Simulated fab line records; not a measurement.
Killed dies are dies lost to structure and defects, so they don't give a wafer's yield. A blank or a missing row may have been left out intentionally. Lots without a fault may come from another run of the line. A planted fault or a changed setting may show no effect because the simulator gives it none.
A lot that was struck, set against a sound lot / flow sky130 / 22 out of 708 route steps
Sound: these wafers, L977.1, L977.5, L977.6. The struck wafers were L982.2, L982.4, L982.6. At the end, the cause is stated.
Each step with rows lists, per side, the tool, then ch with its chambers, then its first start. Under that, the readings that differ: sound wafers / struck wafers / difference of the means / sigmas: that difference in standard deviations of wafers without a fault.
alike: readings whose means differ by less than 2 such deviations, and words and numbers that are the same on both sides. not compared: withheld readings, readings that some wafer has no value for, bounds like >300 that may hide the same value, and numbers for which the record gives no deviation and whose values overlap.
A row with sigmas, a row that says differs or no value, or rows on one side alone: a step with any of these is where the two part. Numbers that don't overlap but have no deviation are shown without sigmas and don't part them. Lack of a reading on every wafer of one side parts them only where that side has two or more wafers.

first, 4 steps without rows for these wafers: SKY_NWELL_SOFTBAKE_06; SKY_NWELL_EXPOSE_07 (exposes mask NWM, target cd 840 nm); SKY_NWELL_PEB_08; SKY_NWELL_DEVELOP_09 (develop time 60 s).
SKY_NWELL_OVL_MEAS_10:
  sound on overlay-02 at day 6 21:34; struck on overlay-01 at day 8 06:47
  alike: NWELL_00_OVL
then, 3 steps without rows for these wafers: SKY_NWELL_IMPLANT_11; SKY_NWELL_IMPLANT_12; SKY_NWELL_IMPLANT_13.
SKY_NWELL_STRIP_14: strips in O2/N2.
  sound on plasma_asher-04 ch 0,1, day 6 22:02; struck on plasma_asher-02 ch 0,1, day 8 07:16
  alike: drypump_motor_current_A, oes_product_au, strip_time_to_endpoint_s
  not compared: rf_hours_counter_h
SKY_NWELL_TW_MEAS_15:
  sound on film_metro-02 at day 6 22:08; struck on film_metro-02 at day 8 07:22
  alike: NWELL_TW
then, 2 steps without rows for these wafers: SKY_NWELL_DEHYDRATE_16 (time 60 s); SKY_NWELL_HMDS_17 (prime time 60 s).
SKY_NWELL_COAT_18: resist thk 3000 nm.
  sound on litho_track-03 ch 0, day 7 07:03; struck on litho_track-02 ch 0, day 8 17:15
reading=model.coat_of_NWELL_COAT_18.thk_nm (nm); sound=2986 2992 3001; struck=2402 2408 2410; difference=-586; sigmas=
then, 3 steps without rows for these wafers: SKY_NWELL_SOFTBAKE_19; SKY_NWELL_EXPOSE_20 (exposes mask NWM COMPLEMENT, target cd 840 nm); SKY_NWELL_PEB_21.
SKY_NWELL_DEVELOP_22: develop time 60 s.
  sound: litho_track-03 ch 0; struck: litho_track-02 ch 0
reading=model.coat_of_NWELL_COAT_18.thk_nm (nm); sound=2982 2988 2997; struck=2398 2404 2406; difference=-586; sigmas=
SKY_NWELL_OVL_MEAS_23:
  sound on overlay-01 at day 7 17:09; struck on overlay-02 at day 9 02:59
  alike: NWELL_01_OVL
then, 1 step without rows for these wafers: SKY_NWELL_IMPLANT_24.
SKY_NWELL_STRIP_25: strips in O2/N2.
  sound on plasma_asher-04 ch 0,1, day 7 17:20; struck on plasma_asher-04 ch 0,1, day 9 03:10
reading=strip_time_to_endpoint_s (s); sound=36.75 36.82 36.92; struck=30.04 30.09 30.14; difference=-6.74; sigmas=-61
  alike: drypump_motor_current_A, oes_product_au
  not compared: rf_hours_counter_h
SKY_NWELL_TW_MEAS_26:
  sound on film_metro-02 at day 7 17:26; struck on film_metro-01 at day 9 03:16
  alike: NWELL_2_TW
-- the record jumps here: 40 days lie between the struck wafers' starts before and after (it left off in module NWELL and takes up again in module PAD_OPEN, whose first step shown is number 708 of the route) --
SKY_PAD_OPEN_PROBE_99:
  sound on prober-01 at day 48 02:04; struck on prober-02 at day 49 09:58
reading=model.etest.res_iso_pwell.width_nm (nm); sound=2646 2658 2660; struck=2686 2715 2697; difference=+45; sigmas=
reading=model.etest.res_nwell.width_nm (nm); sound=839.3 840.1 836.4; struck=804.4 799 802.2; difference=-36.7; sigmas=
  alike: killed_at_M0_to_M3, killed_at_M4_up, killed_at_contacts, killed_at_front_end, killed_at_other, killed_dies, killed_open, killed_short

## WHERE THEY PART
Only at SKY_NWELL_STRIP_25, within this record. Later steps at which nothing parts them and some readings are alike: SKY_NWELL_TW_MEAS_26, SKY_PAD_OPEN_PROBE_99.

WHY: whatever the simulator had introduced
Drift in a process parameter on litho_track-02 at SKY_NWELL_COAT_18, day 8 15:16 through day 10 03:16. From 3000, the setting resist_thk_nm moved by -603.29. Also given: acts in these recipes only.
